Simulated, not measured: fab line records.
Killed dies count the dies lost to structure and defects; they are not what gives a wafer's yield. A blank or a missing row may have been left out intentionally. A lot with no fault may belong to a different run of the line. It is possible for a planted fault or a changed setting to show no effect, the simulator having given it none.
fab line records / flow sky130
[record] lots = 6 wafers = 18 last_day = 50
route steps=708 shown LDD_P@263 LDD_HVN@267 PAD_OPEN@708
lots untouched by any fault: they come from a run of this same line in which no faults occurred
start_h: hours from the record's first day to the start of the lot's first wafer shown / wait_h: hours since the lot's step before / " the same as in the row above / L1.1+2: several wafers, shown together as one row / - no value, or no start given / * or withheld: withheld / < > ~ a bound
route shown NAME@n: a module of which the file shows steps, and the number in the route of the first / usual: mean and standard deviation over wafers with no fault / same: alike in all rows / chamber/n: place in a boat / sites: the reading at each site / _std_site: the values' standard deviation / _edge_site: inner sites' mean taken away from outer sites' mean / radius_mm: for every site, how far away it sits from the centre of the wafer / mask NAME#n: copy n / behind: tool/chamber where the wafer was last shaped / hold: why the lot was held/for how many hours/how that ended / device: the transistor (n, p or np) that didn't switch / end of line: the same wafers' tests at the end of the route / a step without rows: its recipe alone / killed: the dies lost at the first sort to structure and to defects; this is not the yield of the wafer / map: a wafer's dies, x killed, . not, _ none there
set.NAME: the setting as run; set.NAME@STEP: as run at that earlier step / model.NAME: the simulator's own value behind a step, which no gauge read
lots at selected steps of the route; one table per step, one row per wafer
services: when a tool's chamber went out of use (start_h, in hours from the record's first day, below 0 if earlier), for how many hours, and the reason
[[steps]]
[step SKY_LDD_P_OVL_MEAS_08]
[usual] LDD_P_OVL = 0.3/1.7
lot.wafer=L618.2 tool=overlay-02 chamber=- start_h=490.31 wait_h=0.1 LDD_P_OVL[nm]=-1.6
lot.wafer=L618.3 tool=overlay-02 chamber=- start_h=490.31 wait_h=0.1 LDD_P_OVL[nm]=-0.7
lot.wafer=L618.6 tool=overlay-02 chamber=- start_h=490.31 wait_h=0.1 LDD_P_OVL[nm]=-1.5
lot.wafer=L621.1 tool=overlay-02 chamber=- start_h=512.35 wait_h=0.1 LDD_P_OVL[nm]=-1.5
lot.wafer=L621.4 tool=overlay-02 chamber=- start_h=512.35 wait_h=0.1 LDD_P_OVL[nm]=-0.6
lot.wafer=L621.5 tool=overlay-02 chamber=- start_h=512.35 wait_h=0.1 LDD_P_OVL[nm]=0.2
lot.wafer=L624.2 tool=overlay-01 chamber=- start_h=574.82 wait_h=0.1 LDD_P_OVL[nm]=1.0
lot.wafer=L624.3 tool=overlay-01 chamber=- start_h=574.82 wait_h=0.1 LDD_P_OVL[nm]=1.3
lot.wafer=L624.4 tool=overlay-01 chamber=- start_h=574.82 wait_h=0.1 LDD_P_OVL[nm]=3.3
lot.wafer=L627.3 tool=overlay-02 chamber=- start_h=575.13 wait_h=0.1 LDD_P_OVL[nm]=-0.8
lot.wafer=L627.4 tool=overlay-02 chamber=- start_h=575.13 wait_h=0.1 LDD_P_OVL[nm]=0.3
lot.wafer=L627.5 tool=overlay-02 chamber=- start_h=575.13 wait_h=0.1 LDD_P_OVL[nm]=0.5
lot.wafer=L631.1 tool=overlay-02 chamber=- start_h=585.92 wait_h=0.1 LDD_P_OVL[nm]=-1.1
lot.wafer=L631.2 tool=overlay-02 chamber=- start_h=585.92 wait_h=0.1 LDD_P_OVL[nm]=0.1
lot.wafer=L631.5 tool=overlay-02 chamber=- start_h=585.92 wait_h=0.1 LDD_P_OVL[nm]=-1.1
lot.wafer=L634.1 tool=overlay-01 chamber=- start_h=613.00 wait_h=0.1 LDD_P_OVL[nm]=-1.5
lot.wafer=L634.2 tool=overlay-01 chamber=- start_h=613.00 wait_h=0.1 LDD_P_OVL[nm]=0.3
lot.wafer=L634.6 tool=overlay-01 chamber=- start_h=613.00 wait_h=0.1 LDD_P_OVL[nm]=-0.4
[step SKY_LDD_P_IMPLANT_09]
[recipe] species = BF2 energy_kev = 25 dose_cm2 = 1e+13 tilt_deg = withheld
[step SKY_LDD_P_STRIP_10]
[recipe] chemistry = O2/N2 power_w = 1400 pressure_mtorr = 1500 platen_temp_c = withheld o2_flow_sccm = 3000 n2_flow_sccm = 300 overash_fraction = 0.5
[usual] drypump_motor_current_A = 5.7/0.39 oes_product_au = 0.715/0.0046 strip_time_to_endpoint_s = 14.20/0.036
[same] overash_fraction = 0.5
lot.wafer=L618.2 tool=plasma_asher-02 chamber=1 start_h=490.49 wait_h=0.1 drypump_motor_current_A=5.4 oes_product_au=0.709 rf_hours_counter_h=4 strip_time_to_endpoint_s=14.25
lot.wafer=L618.3 tool=plasma_asher-02 chamber=0 start_h=490.49 wait_h=0.1 drypump_motor_current_A=5.1 oes_product_au=0.710 rf_hours_counter_h=- strip_time_to_endpoint_s=14.28
lot.wafer=L618.6 tool=plasma_asher-02 chamber=0 start_h=490.49 wait_h=0.1 drypump_motor_current_A=5.1 oes_product_au=0.715 rf_hours_counter_h=- strip_time_to_endpoint_s=14.24
lot.wafer=L621.1 tool=plasma_asher-02 chamber=0 start_h=512.54 wait_h=0.1 drypump_motor_current_A=5.1 oes_product_au=0.721 rf_hours_counter_h=7 strip_time_to_endpoint_s=14.27
lot.wafer=L621.4 tool=plasma_asher-02 chamber=1 start_h=512.54 wait_h=0.1 drypump_motor_current_A=5.4 oes_product_au=0.712 rf_hours_counter_h=- strip_time_to_endpoint_s=14.27
lot.wafer=L621.5 tool=plasma_asher-02 chamber=1 start_h=512.54 wait_h=0.1 drypump_motor_current_A=5.4 oes_product_au=0.719 rf_hours_counter_h=- strip_time_to_endpoint_s=14.21
lot.wafer=L624.2 tool=plasma_asher-04 chamber=1 start_h=575.00 wait_h=0.1 drypump_motor_current_A=6.1 oes_product_au=0.714 rf_hours_counter_h=77 strip_time_to_endpoint_s=14.20
lot.wafer=L624.3 tool=plasma_asher-04 chamber=1 start_h=575.00 wait_h=0.1 drypump_motor_current_A=6.1 oes_product_au=0.723 rf_hours_counter_h=- strip_time_to_endpoint_s=14.22
lot.wafer=L624.4 tool=plasma_asher-04 chamber=0 start_h=575.00 wait_h=0.1 drypump_motor_current_A=6.1 oes_product_au=0.715 rf_hours_counter_h=- strip_time_to_endpoint_s=14.19
lot.wafer=L627.3 tool=plasma_asher-03 chamber=0 start_h=575.34 wait_h=0.1 drypump_motor_current_A=5.3 oes_product_au=0.715 rf_hours_counter_h=- strip_time_to_endpoint_s=14.23
lot.wafer=L627.4 tool=plasma_asher-03 chamber=1 start_h=575.34 wait_h=0.1 drypump_motor_current_A=5.9 oes_product_au=0.719 rf_hours_counter_h=- strip_time_to_endpoint_s=14.17
lot.wafer=L627.5 tool=plasma_asher-03 chamber=0 start_h=575.34 wait_h=0.1 drypump_motor_current_A=5.3 oes_product_au=0.713 rf_hours_counter_h=- strip_time_to_endpoint_s=14.19
lot.wafer=L631.1 tool=plasma_asher-02 chamber=1 start_h=586.10 wait_h=0.1 drypump_motor_current_A=5.4 oes_product_au=0.720 rf_hours_counter_h=14 strip_time_to_endpoint_s=14.11
lot.wafer=L631.2 tool=plasma_asher-02 chamber=0 start_h=586.10 wait_h=0.1 drypump_motor_current_A=5.1 oes_product_au=0.713 rf_hours_counter_h=14 strip_time_to_endpoint_s=14.12
lot.wafer=L631.5 tool=plasma_asher-02 chamber=0 start_h=586.10 wait_h=0.1 drypump_motor_current_A=5.1 oes_product_au=0.715 rf_hours_counter_h=- strip_time_to_endpoint_s=14.14
lot.wafer=L634.1 tool=plasma_asher-04 chamber=1 start_h=613.18 wait_h=0.1 drypump_motor_current_A=6.2 oes_product_au=0.715 rf_hours_counter_h=81 strip_time_to_endpoint_s=14.24
lot.wafer=L634.2 tool=plasma_asher-04 chamber=0 start_h=613.18 wait_h=0.1 drypump_motor_current_A=6.2 oes_product_au=0.719 rf_hours_counter_h=81 strip_time_to_endpoint_s=14.25
lot.wafer=L634.6 tool=plasma_asher-04 chamber=0 start_h=613.18 wait_h=0.1 drypump_motor_current_A=6.2 oes_product_au=0.711 rf_hours_counter_h=- strip_time_to_endpoint_s=14.24
[step SKY_LDD_P_TW_MEAS_11]
[usual] LDD_P_TW = 643/7.5
lot.wafer=L618.2 tool=film_metro-01 chamber=- start_h=490.60 wait_h=0.1 LDD_P_TW=649
lot.wafer=L618.3 tool=film_metro-01 chamber=- start_h=490.60 wait_h=0.1 LDD_P_TW=648
lot.wafer=L618.6 tool=film_metro-01 chamber=- start_h=490.60 wait_h=0.1 LDD_P_TW=650
lot.wafer=L621.1 tool=film_metro-01 chamber=- start_h=512.64 wait_h=0.1 LDD_P_TW=647
lot.wafer=L621.4 tool=film_metro-01 chamber=- start_h=512.64 wait_h=0.1 LDD_P_TW=647
lot.wafer=L621.5 tool=film_metro-01 chamber=- start_h=512.64 wait_h=0.1 LDD_P_TW=650
lot.wafer=L624.2 tool=film_metro-04 chamber=- start_h=575.11 wait_h=0.1 LDD_P_TW=629
lot.wafer=L624.3 tool=film_metro-04 chamber=- start_h=575.11 wait_h=0.1 LDD_P_TW=629
lot.wafer=L624.4 tool=film_metro-04 chamber=- start_h=575.11 wait_h=0.1 LDD_P_TW=631
lot.wafer=L627.3 tool=film_metro-01 chamber=- start_h=575.42 wait_h=0.1 LDD_P_TW=653
lot.wafer=L627.4 tool=film_metro-01 chamber=- start_h=575.42 wait_h=0.1 LDD_P_TW=650
lot.wafer=L627.5 tool=film_metro-01 chamber=- start_h=575.42 wait_h=0.1 LDD_P_TW=652
lot.wafer=L631.1 tool=film_metro-02 chamber=- start_h=586.21 wait_h=0.1 LDD_P_TW=640
lot.wafer=L631.2 tool=film_metro-02 chamber=- start_h=586.21 wait_h=0.1 LDD_P_TW=640
lot.wafer=L631.5 tool=film_metro-02 chamber=- start_h=586.21 wait_h=0.1 LDD_P_TW=640
lot.wafer=L634.1 tool=film_metro-01 chamber=- start_h=613.28 wait_h=0.1 LDD_P_TW=649
lot.wafer=L634.2 tool=film_metro-01 chamber=- start_h=613.28 wait_h=0.1 LDD_P_TW=651
lot.wafer=L634.6 tool=film_metro-01 chamber=- start_h=613.28 wait_h=0.1 LDD_P_TW=649
[step SKY_LDD_HVN_DEHYDRATE_00]
[recipe] temp_c = 200 time_s = 60
[step SKY_LDD_HVN_HMDS_01]
[recipe] prime_time_s = 60 prime_temp_c = 120
[step SKY_LDD_HVN_COAT_02]
[recipe] resist = NOVOLAK spin_rpm = 3000 resist_thk_nm = 300
[step SKY_LDD_HVN_SOFTBAKE_03]
[recipe] temp_c = 90 time_s = 60 resist = NOVOLAK
[step SKY_LDD_HVN_EXPOSE_04]
[recipe] mask_id = HVNTM na = 0.6 source_shape = conventional sigma_outer = 0.6 polarization = unpolarized target_cd_nm = 700 dose_mj = 127
[step SKY_LDD_HVN_PEB_05]
[recipe] temp_c = withheld time_s = * resist = NOVOLAK
[step SKY_LDD_HVN_DEVELOP_06]
[recipe] resist = NOVOLAK developer = TMAH develop_time_s = 60 dev_temp_c = 23
[step SKY_LDD_HVN_OVL_MEAS_07]
[usual] LDD_HVN_OVL = -1.3/1.4
lot.wafer=L618.2 tool=overlay-02 chamber=- start_h=520.67 wait_h=0.1 LDD_HVN_OVL[nm]=-1.8
lot.wafer=L618.3 tool=overlay-02 chamber=- start_h=520.67 wait_h=0.1 LDD_HVN_OVL[nm]=-1.8
lot.wafer=L618.6 tool=overlay-02 chamber=- start_h=520.67 wait_h=0.1 LDD_HVN_OVL[nm]=0.4
lot.wafer=L621.1 tool=overlay-01 chamber=- start_h=542.33 wait_h=0.1 LDD_HVN_OVL[nm]=1.1
lot.wafer=L621.4 tool=overlay-01 chamber=- start_h=542.33 wait_h=0.1 LDD_HVN_OVL[nm]=-0.1
lot.wafer=L621.5 tool=overlay-01 chamber=- start_h=542.33 wait_h=0.1 LDD_HVN_OVL[nm]=-1.0
lot.wafer=L624.2 tool=overlay-01 chamber=- start_h=604.37 wait_h=0.1 LDD_HVN_OVL[nm]=-2.2
lot.wafer=L624.3 tool=overlay-01 chamber=- start_h=604.37 wait_h=0.1 LDD_HVN_OVL[nm]=-1.8
lot.wafer=L624.4 tool=overlay-01 chamber=- start_h=604.37 wait_h=0.1 LDD_HVN_OVL[nm]=0.1
lot.wafer=L627.3 tool=overlay-01 chamber=- start_h=604.94 wait_h=0.1 LDD_HVN_OVL[nm]=0.6
lot.wafer=L627.4 tool=overlay-01 chamber=- start_h=604.94 wait_h=0.1 LDD_HVN_OVL[nm]=1.2
lot.wafer=L627.5 tool=overlay-01 chamber=- start_h=604.94 wait_h=0.1 LDD_HVN_OVL[nm]=0.7
lot.wafer=L631.1 tool=overlay-01 chamber=- start_h=614.36 wait_h=0.1 LDD_HVN_OVL[nm]=-0.9
lot.wafer=L631.2 tool=overlay-01 chamber=- start_h=614.36 wait_h=0.1 LDD_HVN_OVL[nm]=0.4
lot.wafer=L631.5 tool=overlay-01 chamber=- start_h=614.36 wait_h=0.1 LDD_HVN_OVL[nm]=-1.1
lot.wafer=L634.1 tool=overlay-01 chamber=- start_h=641.96 wait_h=0.1 LDD_HVN_OVL[nm]=-0.9
lot.wafer=L634.2 tool=overlay-01 chamber=- start_h=641.96 wait_h=0.1 LDD_HVN_OVL[nm]=0.7
lot.wafer=L634.6 tool=overlay-01 chamber=- start_h=641.96 wait_h=0.1 LDD_HVN_OVL[nm]=1.7
[step SKY_LDD_HVN_IMPLANT_08]
[recipe] species = P energy_kev = 60 dose_cm2 = 3e+13 tilt_deg = 40
[usual] dose_ions_cm2 = 3.001e+13/3.4e+10
lot.wafer=L618.2 tool=implanter-04 chamber=0 start_h=520.72 wait_h=0.0 dose_ions_cm2=3e+13
lot.wafer=L618.3 tool=implanter-04 chamber=0 start_h=520.72 wait_h=0.0 dose_ions_cm2=2.993e+13
lot.wafer=L618.6 tool=implanter-04 chamber=0 start_h=520.72 wait_h=0.0 dose_ions_cm2=3.003e+13
lot.wafer=L621.1 tool=implanter-03 chamber=0 start_h=542.36 wait_h=0.0 dose_ions_cm2=3.005e+13
lot.wafer=L621.4 tool=implanter-03 chamber=0 start_h=542.36 wait_h=0.0 dose_ions_cm2=3.002e+13
lot.wafer=L621.5 tool=implanter-03 chamber=0 start_h=542.36 wait_h=0.0 dose_ions_cm2=3.003e+13
lot.wafer=L624.2 tool=implanter-03 chamber=0 start_h=604.42 wait_h=0.0 dose_ions_cm2=3.072e+13
lot.wafer=L624.3 tool=implanter-03 chamber=0 start_h=604.42 wait_h=0.0 dose_ions_cm2=3.068e+13
lot.wafer=L624.4 tool=implanter-03 chamber=0 start_h=604.42 wait_h=0.0 dose_ions_cm2=3.073e+13
lot.wafer=L627.3 tool=implanter-03 chamber=0 start_h=605.02 wait_h=0.1 dose_ions_cm2=3.067e+13
lot.wafer=L627.4 tool=implanter-03 chamber=0 start_h=605.02 wait_h=0.1 dose_ions_cm2=3.07e+13
lot.wafer=L627.5 tool=implanter-03 chamber=0 start_h=605.02 wait_h=0.1 dose_ions_cm2=3.068e+13
lot.wafer=L631.1 tool=implanter-04 chamber=0 start_h=614.40 wait_h=0.0 dose_ions_cm2=3.001e+13
lot.wafer=L631.2 tool=implanter-04 chamber=0 start_h=614.40 wait_h=0.0 dose_ions_cm2=3.002e+13
lot.wafer=L631.5 tool=implanter-04 chamber=0 start_h=614.40 wait_h=0.0 dose_ions_cm2=2.998e+13
lot.wafer=L634.1 tool=implanter-04 chamber=0 start_h=642.00 wait_h=0.0 dose_ions_cm2=2.996e+13
lot.wafer=L634.2 tool=implanter-04 chamber=0 start_h=642.00 wait_h=0.0 dose_ions_cm2=2.995e+13
lot.wafer=L634.6 tool=implanter-04 chamber=0 start_h=642.00 wait_h=0.0 dose_ions_cm2=2.995e+13
[step SKY_LDD_HVN_STRIP_09]
[recipe] chemistry = O2/N2 power_w = 1400 pressure_mtorr = 1500 platen_temp_c = withheld o2_flow_sccm = 3000 n2_flow_sccm = 300 overash_fraction = 0.5
[usual] drypump_motor_current_A = 5.5/0.47 oes_product_au = 0.409/0.0042 strip_time_to_endpoint_s = 4.139/0.016
[same] overash_fraction = 0.5
lot.wafer=L618.2 tool=plasma_asher-04 chamber=0 start_h=520.85 wait_h=0.1 drypump_motor_current_A=6.2 oes_product_au=0.406 rf_hours_counter_h=72 strip_time_to_endpoint_s=4.150
lot.wafer=L618.3 tool=plasma_asher-04 chamber=0 start_h=520.85 wait_h=0.1 drypump_motor_current_A=6.2 oes_product_au=0.415 rf_hours_counter_h=- strip_time_to_endpoint_s=4.138
lot.wafer=L618.6 tool=plasma_asher-04 chamber=0 start_h=520.85 wait_h=0.1 drypump_motor_current_A=6.2 oes_product_au=0.406 rf_hours_counter_h=- strip_time_to_endpoint_s=4.139
lot.wafer=L621.1 tool=plasma_asher-01 chamber=1 start_h=542.51 wait_h=0.1 drypump_motor_current_A=4.9 oes_product_au=0.411 rf_hours_counter_h=85 strip_time_to_endpoint_s=4.150
lot.wafer=L621.4 tool=plasma_asher-01 chamber=1 start_h=542.51 wait_h=0.1 drypump_motor_current_A=4.9 oes_product_au=0.405 rf_hours_counter_h=- strip_time_to_endpoint_s=4.146
lot.wafer=L621.5 tool=plasma_asher-01 chamber=1 start_h=542.51 wait_h=0.1 drypump_motor_current_A=4.9 oes_product_au=0.406 rf_hours_counter_h=- strip_time_to_endpoint_s=4.174
lot.wafer=L624.2 tool=plasma_asher-04 chamber=1 start_h=604.55 wait_h=0.1 drypump_motor_current_A=6.1 oes_product_au=0.405 rf_hours_counter_h=80 strip_time_to_endpoint_s=4.119
lot.wafer=L624.3 tool=plasma_asher-04 chamber=0 start_h=604.55 wait_h=0.1 drypump_motor_current_A=6.1 oes_product_au=0.417 rf_hours_counter_h=- strip_time_to_endpoint_s=4.124
lot.wafer=L624.4 tool=plasma_asher-04 chamber=1 start_h=604.55 wait_h=0.1 drypump_motor_current_A=6.1 oes_product_au=0.405 rf_hours_counter_h=- strip_time_to_endpoint_s=4.134
lot.wafer=L627.3 tool=plasma_asher-02 chamber=0 start_h=605.15 wait_h=0.1 drypump_motor_current_A=5.1 oes_product_au=0.411 rf_hours_counter_h=- strip_time_to_endpoint_s=4.120
lot.wafer=L627.4 tool=plasma_asher-02 chamber=1 start_h=605.15 wait_h=0.1 drypump_motor_current_A=5.4 oes_product_au=0.403 rf_hours_counter_h=- strip_time_to_endpoint_s=4.141
lot.wafer=L627.5 tool=plasma_asher-02 chamber=1 start_h=605.15 wait_h=0.1 drypump_motor_current_A=5.4 oes_product_au=0.411 rf_hours_counter_h=- strip_time_to_endpoint_s=4.144
lot.wafer=L631.1 tool=plasma_asher-01 chamber=0 start_h=614.55 wait_h=0.1 drypump_motor_current_A=5.7 oes_product_au=0.415 rf_hours_counter_h=93 strip_time_to_endpoint_s=4.113
lot.wafer=L631.2 tool=plasma_asher-01 chamber=1 start_h=614.55 wait_h=0.1 drypump_motor_current_A=4.9 oes_product_au=0.403 rf_hours_counter_h=93 strip_time_to_endpoint_s=4.145
lot.wafer=L631.5 tool=plasma_asher-01 chamber=0 start_h=614.55 wait_h=0.1 drypump_motor_current_A=5.7 oes_product_au=0.405 rf_hours_counter_h=- strip_time_to_endpoint_s=4.120
lot.wafer=L634.1 tool=plasma_asher-01 chamber=1 start_h=642.15 wait_h=0.1 drypump_motor_current_A=4.9 oes_product_au=0.407 rf_hours_counter_h=96 strip_time_to_endpoint_s=4.162
lot.wafer=L634.2 tool=plasma_asher-01 chamber=0 start_h=642.15 wait_h=0.1 drypump_motor_current_A=5.7 oes_product_au=0.409 rf_hours_counter_h=96 strip_time_to_endpoint_s=4.188
lot.wafer=L634.6 tool=plasma_asher-01 chamber=0 start_h=642.15 wait_h=0.1 drypump_motor_current_A=5.7 oes_product_au=0.410 rf_hours_counter_h=- strip_time_to_endpoint_s=4.147
[step SKY_PAD_OPEN_PROBE_99]
[usual] killed_at_M0_to_M3 = 44/7.4 killed_at_M4_up = 3.2/2 killed_at_contacts = 24/5.1 killed_at_front_end = 15/4.8 killed_at_other = 0.2/0.46 killed_dies = 86/10 killed_open = 47/7.5 killed_short = 39/7
[same] gross_dies = 492 killed_at_back_side = 0
lot.wafer=L621.1 tool=prober-02 chamber=- start_h=1130.18 wait_h=0.1 killed_at_M0_to_M3=37 killed_at_M4_up=3 killed_at_contacts=23 killed_at_front_end=17 killed_at_other=0 killed_dies=80 killed_open=42 killed_short=38
lot.wafer=L621.4 tool=prober-02 chamber=- start_h=1130.33 wait_h=0.2 killed_at_M0_to_M3=42 killed_at_M4_up=5 killed_at_contacts=29 killed_at_front_end=12 killed_at_other=1 killed_dies=89 killed_open=50 killed_short=38
lot.wafer=L621.5 tool=prober-02 chamber=- start_h=1130.38 wait_h=0.2 killed_at_M0_to_M3=47 killed_at_M4_up=5 killed_at_contacts=25 killed_at_front_end=18 killed_at_other=0 killed_dies=95 killed_open=45 killed_short=49
// killed by level:class
L621.1 VIA1:geometric_particle:open=10 CONTACT:geometric_particle:open=7 VIA2:geometric_particle:open=7 FIELD_ISO:geometric_particle:open=6 LI_CONTACT:geometric_particle:open=6 CONTACT:geometric_particle:short=5 METAL3:geometric_particle:short=5 FIELD_ISO:geometric_particle:short=4
L621.4 LI_CONTACT:geometric_particle:open=12 CONTACT:geometric_particle:open=9 VIA1:geometric_particle:open=7 METAL2:geometric_particle:short=6 VIA2:geometric_particle:open=6 POLY_GATE:geometric_particle:short=5 LOCAL_INTERCONNECT:geometric_particle:short=5 METAL3:geometric_particle:open=5
L621.5 LI_CONTACT:geometric_particle:open=9 METAL1:geometric_particle:short=9 CONTACT:geometric_particle:open=7 VIA1:geometric_particle:short=6 VIA1:geometric_particle:open=6 VIA2:geometric_particle:open=5 METAL3:geometric_particle:short=5 POLY_GATE:geometric_particle:open=4
[[services]]
tool=plasma_asher-02 chamber=- start_h=480.30 hours=1.3 kind=repair
tool=plasma_asher-02 chamber=- start_h=484.22 hours=0.6 kind=repair
tool=implanter-04 chamber=- start_h=531.88 hours=1.8 kind=repair
tool=implanter-03 chamber=- start_h=537.38 hours=0.7 kind=repair
tool=plasma_asher-04 chamber=- start_h=563.93 hours=1.2 kind=repair
tool=implanter-03 chamber=- start_h=575.52 hours=20.8 kind=repair
tool=plasma_asher-03 chamber=- start_h=582.46 hours=0.4 kind=repair
tool=implanter-04 chamber=- start_h=608.60 hours=2.8 kind=repair
[[key]]
[first_sign] step = SKY_LDD_HVN_IMPLANT_08 reading = dose_ions_cm2 direction = up sigmas = 20 usual = * struck = *
effect none on later readings
met_at SKY_LDD_HVN_IMPLANT_08
struck_wafers L624.2,L624.3,L624.4,L627.3,L627.4,L627.5
tester_left_out L624,L627
onset_between 542.36 604.42
[fault] kind = process_parameter_drift tool = implanter-03 chamber = - onset_h = 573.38 steps = SKY_LDD_HVN_IMPLANT_08 channel = dose_cm2 offset = * shape = step end_h = 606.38 acts_in = * stated = *
// tester_left_out: of these lots the tester's yield and bins aren't shown, on N5 and GAA mostly nor the transistor test; their killed dies are dies lost to structure and defects alone, not to doping, threshold or leakage, so they don't give the yield
